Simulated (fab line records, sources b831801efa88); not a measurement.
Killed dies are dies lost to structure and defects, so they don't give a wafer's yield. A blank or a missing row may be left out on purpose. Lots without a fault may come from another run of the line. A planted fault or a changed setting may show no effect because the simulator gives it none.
Problem report in the 8D (eight disciplines) form, filled by code | flow gf180mcu | the parts of the form that need people (team, actions taken, sign-off) are left out

1. THE PROBLEM
V2_W_RS at GF_V2_RS_MEAS_24 reads a mean of 0.241 ohm/sq on 1 wafer of 1 lot; wafers without a fault read 0.332 ohm/sq with a standard deviation of 0.0046. That is -20 standard deviations from the usual mean.
The step: measures by four-point-probe.
First seen on wafer L587.5, day 24 06:35, on film_metro-01. The record holds 32 wafers of 11 lots with a number at this step. Rule for "out", or "out of limits": more than 4 standard deviations from the usual mean. The other wafers with a number count as sound.

2. WHAT IT IS AND WHAT IT IS NOT
question                    | is                | is not
which readings at this step | V2_W_RS           | -
which lots                  | L587              | L577, L578, L579, L581, L582, L583, L584, L595, L598, L600
which wafers of those lots  | L587.5            | L587.4
read on which gauges        | film_metro-01     | film_metro-02, film_metro-04
when                        | from day 24 06:35 | up to then (22 sound wafers); but 9 sound wafers of L595, L598, L600 came after

3. SUSPECTS, AND WHAT RULES EACH OUT
Counting: a tool at a process step up to the reading stays a suspect if it ran every lot that is out. Sound lots after the first of them don't rule it out here, since some wafers of a struck lot are sound.
- the gauge at GF_V2_RS_MEAS_24: ruled out. All the wafers that are out were read on film_metro-01, but those of them that GF_V2_CMP_26 has rows for are out there too, on other tools.
- pvd_sputter-03 at GF_M1_SPUTTER_03 (material Ti, target thk 10 nm, time 6.7 s): kept. It ran the lot that is out, L587 (day 20 03:45); its last sound lot up to then is L582 (day 18 04:05).
- pecvd-01 at GF_V2_CVD_02 (deposits SiO2 from TEOS, target thk 850 nm, time 94.851 s): kept. It ran the lot that is out, L587 (day 23 06:59); its last sound lot up to then is L577 (day 19 11:59).
- cvd_w-01 at GF_V2_CVD_23 (deposits W, target thk 350 nm, time 104.94 s): kept. It ran the lot that is out, L587 (day 24 06:27); its last sound lot up to then is L584 (day 23 10:08).
- Within pecvd-01 at GF_V2_CVD_02: the wafers that are out ran in chamber 2; their sound lot-mates ran in chamber 1.
- Within cvd_w-01 at GF_V2_CVD_23: the wafers that are out ran in chamber 1; their sound lot-mates ran in chamber 0.
Left after counting: pvd_sputter-03 at GF_M1_SPUTTER_03, pecvd-01 at GF_V2_CVD_02, cvd_w-01 at GF_V2_CVD_23.

4. THE CAUSE (what the simulator had put in)
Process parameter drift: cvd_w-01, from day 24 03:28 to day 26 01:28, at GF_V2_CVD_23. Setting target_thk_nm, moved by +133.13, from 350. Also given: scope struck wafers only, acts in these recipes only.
Counting left 3 suspects, and this tool is among them.

5. THE CHAIN OF EFFECTS, in route order
Each row: a reading whose mean over the struck wafers that have a number lies more than 3 standard deviations from the usual. Only readings for which the record gives a usual standard deviation are gone through. hours: the time from each lot's start at the first step in this table that gives one to its start at this step, as a median over the lots. sigmas: the change in usual standard deviations.
hours | step              | reading            | usual        | on struck wafers | change | sigmas
0     | GF_V2_RS_MEAS_24  | V2_W_RS            | 0.332 ohm/sq | 0.241            | -0.091 | -20
0     | GF_V2_THK_MEAS_25 | V2_W_THK           | 349 nm       | 483              | +134   | +25
0     | GF_V2_CMP_26      | time_to_endpoint_s | 84 s         | 128              | +44    | +11
The process steps in it:
- GF_V2_CMP_26: polishes, stops on SiO2, t overpolish 15 s, target thk 0 nm.

6. WHAT WOULD HAVE CAUGHT IT SOONER
In this record the first reading out of limits at a measuring or inspecting step was taken at day 24 06:35, 3 hours after the fault began at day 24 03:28.
Of the tool readings at GF_V2_CVD_23 for which the record gives a usual standard deviation, none was out on any struck wafer, so an alarm limit of 4 standard deviations on them would not have fired.
All the lots that are out (1) had begun GF_V2_CVD_23 on cvd_w-01 by day 24 06:35. A hold on the tool at that time would have spared none of them.
